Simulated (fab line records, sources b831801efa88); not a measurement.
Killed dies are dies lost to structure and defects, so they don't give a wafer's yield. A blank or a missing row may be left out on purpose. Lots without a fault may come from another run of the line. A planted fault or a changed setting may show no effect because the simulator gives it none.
One fault seen from 2 desks | flow gf180mcu | each desk has only its own numbers; what lay behind them comes last

THE METROLOGY DESK
What the gauges read, lot by lot, whatever tool the lot ran on: means of the sampled wafers that have a number. A lot is out of limits, marked OUT, if its mean lies more than 4 standard deviations from the usual mean; the brackets give that distance.
Columns: A = cd_nm at GF_STI_CD_MEAS_12, usual 219.6 nm
lot  | first seen here | A
L501 | day 2 01:41     | 220.2
L502 | day 2 07:12     | 219.1
L503 | day 2 10:53     | 222.3
L504 | day 2 16:17     | 218.0
L505 | day 2 22:14     | 221.3
L506 | day 3 04:04     | 220.1
L507 | day 3 07:44     | 217.0
L508 | day 3 13:34     | 219.1
L510 | day 4 00:58     | 218.9
L511 | day 4 04:40     | 220.0
L512 | day 4 10:17     | 220.7
L522 | day 6 12:46     | 203.5 (-12) OUT
L523 | day 6 18:31     | 203.8 (-12) OUT
L524 | day 7 00:19     | 220.3
This desk's finding: out of limits on L522, L523; first on L522, day 6 12:46 (cd_nm at GF_STI_CD_MEAS_12). In limits: L501, L502, L503, L504, L505, L506, L507, L508, L510, L511, L512, L524.

THE TOOL OWNER'S DESK: krf_scanner-02
The tool's own readings at GF_STI_EXPOSE_09 (exposes mask COMP, target cd 220 nm): means of the sampled wafers that have a number, for each lot that ran on this tool. A lot is out of limits, marked OUT, if its mean lies more than 4 standard deviations from the usual mean; the brackets give that distance.
Columns: A = focus_offset_nm at GF_STI_EXPOSE_09, usual 0.1 nm
lot  | first seen here | A
L502 | day 2 01:40     | -0.2
L503 | day 2 05:11     | -0.3
L504 | day 2 10:27     | 0.2
L505 | day 2 16:11     | 0.3
L507 | day 3 01:40     | 0.1
L512 | day 4 03:11     | 0.5
L522 | day 6 05:48     | -0.8
L523 | day 6 11:01     | 0.0
This desk's finding: nothing out of limits on any of the 8 lots.

PUT TOGETHER
The metrology desk could have raised an alarm at day 6 12:46, on L522, L523.
The tool owner's desk saw nothing out of limits.
The tool owner's desk has L522, L523 on record, within its limits.
Of the lots named, all ran GF_STI_EXPOSE_09 on krf_scanner-02.

WHAT THE SIMULATOR HAD PUT IN
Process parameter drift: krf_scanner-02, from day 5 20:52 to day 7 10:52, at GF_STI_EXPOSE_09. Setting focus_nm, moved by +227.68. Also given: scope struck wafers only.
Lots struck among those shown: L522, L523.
Hours from the fault's start to each desk's first reading out of limits: the metrology desk, 16.
